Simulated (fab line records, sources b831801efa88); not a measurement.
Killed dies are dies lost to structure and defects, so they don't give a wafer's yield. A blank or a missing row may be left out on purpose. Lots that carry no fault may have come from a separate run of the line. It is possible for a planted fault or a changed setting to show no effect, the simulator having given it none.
Which tool did it? || flow sky130 || 15 lots with 45 wafers sampled at 4 steps, on a route of 708 steps

== WHAT THE GAUGES READ, wafer by wafer ==
SKY_POLY_GATE_THK_MEAS_04. Usual: POLY_GATE_CVD_03_THK typically reads 75.3 nm, with standard deviation 0.65.
{"lot": "L530", "measured": "day 15 01:38", "on": "film metro-04", "POLY_GATE_CVD_03_THK (nm)": "75.6 75.3 75.1", "flag": ""}
{"lot": "L532", "measured": "day 16 07:56", "on": "film metro-02", "POLY_GATE_CVD_03_THK (nm)": "75.0 75.2 74.7", "flag": ""}
{"lot": "L534", "measured": "day 16 17:17", "on": "film metro-02", "POLY_GATE_CVD_03_THK (nm)": "73.6 73.8 73.7", "flag": ""}
{"lot": "L536", "measured": "day 17 03:40", "on": "film metro-04", "POLY_GATE_CVD_03_THK (nm)": "75.0 75.1 75.1", "flag": ""}
{"lot": "L537", "measured": "day 17 18:32", "on": "film metro-02", "POLY_GATE_CVD_03_THK (nm)": "73.6 74.0 74.2", "flag": ""}
{"lot": "L538", "measured": "day 18 05:35", "on": "film metro-04", "POLY_GATE_CVD_03_THK (nm)": "75.1 75.1 76.1", "flag": ""}
{"lot": "L539", "measured": "day 18 11:56", "on": "film metro-04", "POLY_GATE_CVD_03_THK (nm)": "75.0 76.0 75.6", "flag": ""}
{"lot": "L540", "measured": "day 18 11:57", "on": "film metro-01", "POLY_GATE_CVD_03_THK (nm)": "74.8 75.7 75.0", "flag": ""}
{"lot": "L541", "measured": "day 18 19:23", "on": "film metro-04", "POLY_GATE_CVD_03_THK (nm)": "76.2 75.9 76.3", "flag": ""}
{"lot": "L543", "measured": "day 19 20:47", "on": "film metro-04", "POLY_GATE_CVD_03_THK (nm)": "75.8 75.5 76.2", "flag": ""}
{"lot": "L544", "measured": "day 20 03:08", "on": "film metro-01", "POLY_GATE_CVD_03_THK (nm)": "75.4 74.9 74.9", "flag": ""}
{"lot": "L547", "measured": "day 21 11:01", "on": "film metro-02", "POLY_GATE_CVD_03_THK (nm)": "75.9 75.3 76.0", "flag": ""}
{"lot": "L551", "measured": "day 23 17:59", "on": "film metro-02", "POLY_GATE_CVD_03_THK (nm)": "74.4 75.1 75.9", "flag": ""}
{"lot": "L553", "measured": "day 24 11:31", "on": "film metro-02", "POLY_GATE_CVD_03_THK (nm)": "75.7 75.9 76.4", "flag": ""}
{"lot": "L552", "measured": "day 24 15:07", "on": "film metro-04", "POLY_GATE_CVD_03_THK (nm)": "75.2 75.6 76.0", "flag": ""}

SKY_POLY_GATE_THK_MEAS_21. Usual: POLY_GATE_OXIDATION_THK typically reads 3.99 nm, with standard deviation 0.092.
{"lot": "L530", "measured": "day 16 06:26", "on": "film metro-01", "POLY_GATE_OXIDATION_THK (nm)": "3.91 3.83 3.80", "flag": ""}
{"lot": "L532", "measured": "day 17 14:31", "on": "film metro-02", "POLY_GATE_OXIDATION_THK (nm)": "4.00 3.96 3.98", "flag": ""}
{"lot": "L534", "measured": "day 18 00:37", "on": "film metro-01", "POLY_GATE_OXIDATION_THK (nm)": "3.96 3.97 4.00", "flag": ""}
{"lot": "L536", "measured": "day 18 11:03", "on": "film metro-01", "POLY_GATE_OXIDATION_THK (nm)": "3.89 3.89 3.85", "flag": ""}
{"lot": "L537", "measured": "day 19 02:57", "on": "film metro-02", "POLY_GATE_OXIDATION_THK (nm)": "3.93 4.04 4.05", "flag": ""}
{"lot": "L538", "measured": "day 19 14:54", "on": "film metro-02", "POLY_GATE_OXIDATION_THK (nm)": "4.04 3.94 4.05", "flag": ""}
{"lot": "L539", "measured": "day 19 22:30", "on": "film metro-02", "POLY_GATE_OXIDATION_THK (nm)": "4.00 4.01 3.99", "flag": ""}
{"lot": "L540", "measured": "day 19 21:02", "on": "film metro-01", "POLY_GATE_OXIDATION_THK (nm)": "4.09 4.00 3.99", "flag": ""}
{"lot": "L541", "measured": "day 20 05:20", "on": "film metro-04", "POLY_GATE_OXIDATION_THK (nm)": "4.16 4.09 4.02", "flag": ""}
{"lot": "L543", "measured": "day 21 05:41", "on": "film metro-02", "POLY_GATE_OXIDATION_THK (nm)": "3.95 4.01 3.96", "flag": ""}
{"lot": "L544", "measured": "day 21 12:16", "on": "film metro-02", "POLY_GATE_OXIDATION_THK (nm)": "3.87 3.95 3.94", "flag": ""}
{"lot": "L547", "measured": "day 22 19:23", "on": "film metro-04", "POLY_GATE_OXIDATION_THK (nm)": "4.08 4.11 4.18", "flag": ""}
{"lot": "L551", "measured": "day 25 00:52", "on": "film metro-04", "POLY_GATE_OXIDATION_THK (nm)": "3.88 3.80 3.83", "flag": ""}
{"lot": "L553", "measured": "day 25 20:15", "on": "film metro-01", "POLY_GATE_OXIDATION_THK (nm)": "4.07 4.07 4.07", "flag": ""}
{"lot": "L552", "measured": "day 25 23:37", "on": "film metro-01", "POLY_GATE_OXIDATION_THK (nm)": "3.99 3.98 3.98", "flag": ""}

SKY_LDD_HVN_OVL_MEAS_07. Usual: LDD_HVN_OVL typically reads 1.4 nm, with standard deviation 1.3.
{"lot": "L530", "measured": "day 20 00:28", "on": "overlay-01", "LDD_HVN_OVL (nm)": "1.9 -0.4 1.0", "flag": ""}
{"lot": "L532", "measured": "day 21 12:55", "on": "overlay-02", "LDD_HVN_OVL (nm)": "1.1 1.5 0.3", "flag": ""}
{"lot": "L534", "measured": "day 21 22:44", "on": "overlay-02", "LDD_HVN_OVL (nm)": "1.4 2.9 1.1", "flag": ""}
{"lot": "L536", "measured": "day 22 08:52", "on": "overlay-01", "LDD_HVN_OVL (nm)": "1.3 1.8 1.6", "flag": ""}
{"lot": "L537", "measured": "day 23 00:52", "on": "overlay-02", "LDD_HVN_OVL (nm)": "1.5 0.9 0.7", "flag": ""}
{"lot": "L538", "measured": "day 23 12:20", "on": "overlay-01", "LDD_HVN_OVL (nm)": "2.0 3.2 2.3", "flag": ""}
{"lot": "L539", "measured": "day 23 20:22", "on": "overlay-01", "LDD_HVN_OVL (nm)": "0.2 1.3 -1.2", "flag": ""}
{"lot": "L540", "measured": "day 23 17:59", "on": "overlay-02", "LDD_HVN_OVL (nm)": "0.6 1.5 0.1", "flag": ""}
{"lot": "L541", "measured": "day 24 01:37", "on": "overlay-01", "LDD_HVN_OVL (nm)": "1.2 0.0 1.0", "flag": ""}
{"lot": "L543", "measured": "day 25 00:59", "on": "overlay-01", "LDD_HVN_OVL (nm)": "-0.6 1.4 -1.0", "flag": ""}
{"lot": "L544", "measured": "day 25 07:40", "on": "overlay-01", "LDD_HVN_OVL (nm)": "1.9 2.0 2.2", "flag": ""}
{"lot": "L547", "measured": "day 26 13:10", "on": "overlay-02", "LDD_HVN_OVL (nm)": "1.0 1.0 1.3", "flag": ""}
{"lot": "L551", "measured": "day 28 17:25", "on": "overlay-02", "LDD_HVN_OVL (nm)": "- - -", "flag": "OFF"}
{"lot": "L553", "measured": "day 29 11:31", "on": "overlay-02", "LDD_HVN_OVL (nm)": "- - -", "flag": "OFF"}
{"lot": "L552", "measured": "day 29 13:01", "on": "overlay-02", "LDD_HVN_OVL (nm)": "- - -", "flag": "OFF"}

== EACH LOT AND THE TOOL THAT RAN IT (in order: tool; ch and the chambers of the sampled wafers; start) ==
{"lot": "L530", "SKY_LDD_HVN_EXPOSE_04": "iline stepper-01 ch 0, day 19 09:02"}
{"lot": "L532", "SKY_LDD_HVN_EXPOSE_04": "iline stepper-01 ch 0, day 20 21:06"}
{"lot": "L534", "SKY_LDD_HVN_EXPOSE_04": "iline stepper-01 ch 0, day 21 07:42"}
{"lot": "L536", "SKY_LDD_HVN_EXPOSE_04": "iline stepper-02 ch 0, day 21 17:52"}
{"lot": "L537", "SKY_LDD_HVN_EXPOSE_04": "iline stepper-01 ch 0, day 22 10:05"}
{"lot": "L538", "SKY_LDD_HVN_EXPOSE_04": "iline stepper-01 ch 0, day 22 21:44"}
{"lot": "L539", "SKY_LDD_HVN_EXPOSE_04": "iline stepper-01 ch 0, day 23 05:38"}
{"lot": "L540", "SKY_LDD_HVN_EXPOSE_04": "iline stepper-02 ch 0, day 23 03:13"}
{"lot": "L541", "SKY_LDD_HVN_EXPOSE_04": "iline stepper-01 ch 0, day 23 10:55"}
{"lot": "L543", "SKY_LDD_HVN_EXPOSE_04": "iline stepper-01 ch 0, day 24 10:50"}
{"lot": "L544", "SKY_LDD_HVN_EXPOSE_04": "iline stepper-01 ch 0, day 24 16:31"}
{"lot": "L547", "SKY_LDD_HVN_EXPOSE_04": "iline stepper-01 ch 0, day 25 22:10"}
{"lot": "L551", "SKY_LDD_HVN_EXPOSE_04": "iline stepper-02, day 28 04:08"}
{"lot": "L553", "SKY_LDD_HVN_EXPOSE_04": "iline stepper-01, day 28 21:37"}
{"lot": "L552", "SKY_LDD_HVN_EXPOSE_04": "iline stepper-02, day 28 23:14"}
- SKY_LDD_HVN_EXPOSE_04: exposes mask HVNTM, target cd 700 nm.

== AS READ BY THE TOOLS THEMSELVES (means over the sampled wafers that have a number; for cases with no such wafer, the mark the record gives instead) ==
SKY_LDD_HVN_EXPOSE_04. Usual: exposure dose mJ cm2 126.99, standard deviation 0.14; focus offset nm -0.1 nm, standard deviation 0.54.
{"lot": "L530", "tool": "iline stepper-01", "exposure dose mJ cm2": 127.11, "focus offset nm (nm)": -0.2, "flag": ""}
{"lot": "L532", "tool": "iline stepper-01", "exposure dose mJ cm2": 127.18, "focus offset nm (nm)": 0.2, "flag": ""}
{"lot": "L534", "tool": "iline stepper-01", "exposure dose mJ cm2": 127.01, "focus offset nm (nm)": -0.9, "flag": ""}
{"lot": "L536", "tool": "iline stepper-02", "exposure dose mJ cm2": 127.12, "focus offset nm (nm)": -0.3, "flag": ""}
{"lot": "L537", "tool": "iline stepper-01", "exposure dose mJ cm2": 126.88, "focus offset nm (nm)": -0.2, "flag": ""}
{"lot": "L538", "tool": "iline stepper-01", "exposure dose mJ cm2": 127.09, "focus offset nm (nm)": 0.8, "flag": ""}
{"lot": "L539", "tool": "iline stepper-01", "exposure dose mJ cm2": 126.98, "focus offset nm (nm)": -0.0, "flag": ""}
{"lot": "L540", "tool": "iline stepper-02", "exposure dose mJ cm2": 126.84, "focus offset nm (nm)": 0.2, "flag": ""}
{"lot": "L541", "tool": "iline stepper-01", "exposure dose mJ cm2": 127.12, "focus offset nm (nm)": -0.3, "flag": ""}
{"lot": "L543", "tool": "iline stepper-01", "exposure dose mJ cm2": 127.03, "focus offset nm (nm)": -0.8, "flag": ""}
{"lot": "L544", "tool": "iline stepper-01", "exposure dose mJ cm2": 127.02, "focus offset nm (nm)": 0.2, "flag": ""}
{"lot": "L547", "tool": "iline stepper-01", "exposure dose mJ cm2": 127.14, "focus offset nm (nm)": 0.0, "flag": ""}
{"lot": "L551", "tool": "iline stepper-02", "exposure dose mJ cm2": "-", "focus offset nm (nm)": "-", "flag": "OFF"}
{"lot": "L553", "tool": "iline stepper-01", "exposure dose mJ cm2": "-", "focus offset nm (nm)": "-", "flag": "OFF"}
{"lot": "L552", "tool": "iline stepper-02", "exposure dose mJ cm2": "-", "focus offset nm (nm)": "-", "flag": "OFF"}

== THE ANSWER, worked out from the rows above alone ==
Rule: a lot is off if the mean of its wafers that have a number lies more than 3 standard deviations from the usual mean. A lot without any number at a reading at which 4 lots or more have one is off too. All remaining lots with rows at the step are treated as sound. The gauges are gone through in route order, then the tools' own readings, and for those a lot's mean is taken as printed above. At the first step where some lot is off, the reading lying furthest off is the one used; lots without a number count as furthest.
Off: L551, L553, L552, at SKY_LDD_HVN_OVL_MEAS_07 (LDD_HVN_OVL). Without a number there: L551, L553, L552.
A tool fits if, at a process step before that reading, it ran every lot that is off, and no sound lot after the first of them. The gauges at SKY_LDD_HVN_OVL_MEAS_07 aren't tried: what is off there is off at SKY_LDD_HVN_EXPOSE_04 too, on other tools, and a gauge's error can't cause that. No candidate that was tried fits.

== WHAT HAD BEEN PUT IN BY THE SIMULATOR ==
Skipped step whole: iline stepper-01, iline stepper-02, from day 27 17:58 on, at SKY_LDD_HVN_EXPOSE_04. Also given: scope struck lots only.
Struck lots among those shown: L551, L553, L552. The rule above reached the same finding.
